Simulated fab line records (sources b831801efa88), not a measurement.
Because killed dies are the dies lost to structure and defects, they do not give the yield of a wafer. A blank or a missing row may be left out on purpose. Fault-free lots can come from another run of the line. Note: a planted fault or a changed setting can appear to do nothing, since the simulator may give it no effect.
A struck lot beside a sound one :: flow sky130 :: 35 steps out of a route of 708
Sound: wafers L287.1, L287.5, L287.6. The struck wafers were L297.2, L297.3, L297.6. The cause is given at the end.
At each step with rows: each side's tool, then ch and its chambers, then its first start. Under that, the readings that differ: sound wafers :: struck wafers :: difference of the means :: sigmas: that difference in standard deviations of wafers without a fault.
alike: readings with means less than 2 such deviations apart, plus words and numbers identical on both sides. not compared: withheld readings, readings lacking a value on some wafer, bounds such as >300 that could conceal the same value, and numbers that have no deviation in the record and whose values overlap.
The two part at a step that has a row with sigmas, a row that says differs or no value, or rows on one side only. Non-overlapping numbers with no deviation appear without sigmas and do not part them. A reading that every wafer of one side lacks parts them only if that side has two wafers or more.

first, 10 steps without rows for these wafers: SKY_METAL1_DEHYDRATE_07 (time 60 s); SKY_METAL1_HMDS_08 (prime time 60 s); SKY_METAL1_COAT_09 (resist thk 60 nm); SKY_METAL1_COAT_10 (resist thk 450 nm); SKY_METAL1_SOFTBAKE_11 (time 90 s); SKY_METAL1_EXPOSE_12 (exposes mask MM1, target cd 140 nm); SKY_METAL1_PEB_13; SKY_METAL1_DEVELOP_14 (develop time 60 s); SKY_METAL1_DESCUM_17 (chemistry O2, time 8 s); SKY_METAL1_ETCH_18 (etches BARC in N2/H2, stops on SiO2, time 45.9 s, target depth 60 nm).
SKY_METAL1_METAL_ETCH_19: etches the open film in Cl2/BCl3, stops on SiO2, target depth 360 nm, time 76.42 s.
  sound on rieMetal-01 ch 0,1, day 36 10:35; struck on rieMetal-01 ch 0, day 39 13:47
  alike: drypumpMotorCurrentA, mfcCl2Sccm, oesProductAu, throttleValvePct
  not compared: rfHoursCounterH
then, 23 steps without rows for these wafers: SKY_METAL1_STRIP_20 (strips in O2/N2); SKY_METAL1_STRIP_21 (strips in post etch residue remover, time 1200 s); SKY_METAL1_CLEAN_22 (cleans in IPA, time 180 s); SKY_METAL1_CLEAN_23 (cleans in O3/DIW); SKY_VIA1_HDPCVD_00 (deposits SiO2, target thk 1030 nm, time 171.7 s); SKY_VIA1_CMP_02 (polishes SiO2); SKY_VIA1_DEHYDRATE_04 (time 60 s); SKY_VIA1_HMDS_05 (prime time 60 s); SKY_VIA1_COAT_06 (resist thk 60 nm); SKY_VIA1_COAT_07 (resist thk 450 nm); SKY_VIA1_SOFTBAKE_08 (time 90 s); SKY_VIA1_EXPOSE_09 (exposes mask VIM, target cd 150 nm); SKY_VIA1_PEB_10; SKY_VIA1_DEVELOP_11 (develop time 60 s); SKY_VIA1_ETCH_14 (etches BARC in N2/H2, stops on SiO2, time 45.9 s, target depth 60 nm); SKY_VIA1_ETCH_15 (etches SiO2 in C4F8/O2/Ar, stops on TiN, target depth 351 nm, time 54 s); SKY_VIA1_STRIP_16 (strips in O2/N2); SKY_VIA1_STRIP_17 (strips in post etch residue remover, time 1200 s); SKY_VIA1_CLEAN_18 (cleans in IPA, time 180 s); SKY_VIA1_CLEAN_19 (cleans in O3/DIW); SKY_VIA1_SPUTTER_20 (material TiN, target thk 20 nm, time 80 s); SKY_VIA1_CVD_21 (deposits W, target thk 270 nm, time 80.902 s); SKY_VIA1_CMP_24 (polishes, stops on SiO2, t overpolish 15 s, target thk 0 nm).
-- the record jumps here: 11 days lie between the struck wafers' starts before and after (it left off in module VIA1 and takes up again in module PAD_OPEN, whose first step shown is number 708 of the route) --
SKY_PAD_OPEN_PROBE_99:
  struck on prober-02, day 50 17:38; sound on prober-02, day 48 14:51
reading: defectLimitedYield (%)
sound: 82.1 80.5 80.7
struck: 73.2 72.0 72.8
difference: -8.4
sigmas: -4

reading: killed_at_M0_to_M3
sound: 37 39 51
struck: 95 102 88
difference: +53
sigmas: +7

reading: killedDies
sound: 88 96 95
struck: 132 138 134
difference: +42
sigmas: +4

reading: sort_bin_3_pad_short (%)
sound: 0.6 0.6 1.0
struck: 4.3 4.7 4.1
difference: +3.6
sigmas: +9

reading: sort_bin_5_function (%)
sound: 13.0 12.4 12.4
struck: 16.3 15.9 17.7
difference: +4.0
sigmas: +2

reading: sortNPass
sound: 404 396 397
struck: 360 354 358
difference: -42
sigmas: -4

reading: sortYieldPct (%)
sound: 82.1 80.5 80.7
struck: 73.2 72.0 72.8
difference: -8.4
sigmas: -4

reading: model.etest.tester.sortNPass
sound: 404 396 397
struck: 360 354 358
difference: -42
sigmas: 

reading: model.etest.tester.sortYieldPct (%)
sound: 82.11 80.49 80.69
struck: 73.17 71.95 72.76
difference: -8.47
sigmas: 

reading: model.etest.tester.sort_bin_5_pct (%)
sound: 13.01 12.4 12.4
struck: 16.26 15.85 17.68
difference: +3.99
sigmas: 

reading: model.etest.tester.sort_bin_3_pct (%)
sound: 0.6098 0.6098 1.016
struck: 4.268 4.675 4.065
difference: +3.591
sigmas: 
  alike: killed_at_M4_up, killedAtContacts, killedAtFrontEnd, killedOpen, killedShort, sort_bin_6_memory

## WHERE THEY PART
Within this record, at SKY_PAD_OPEN_PROBE_99 only.

WHY: the cause the simulator had injected
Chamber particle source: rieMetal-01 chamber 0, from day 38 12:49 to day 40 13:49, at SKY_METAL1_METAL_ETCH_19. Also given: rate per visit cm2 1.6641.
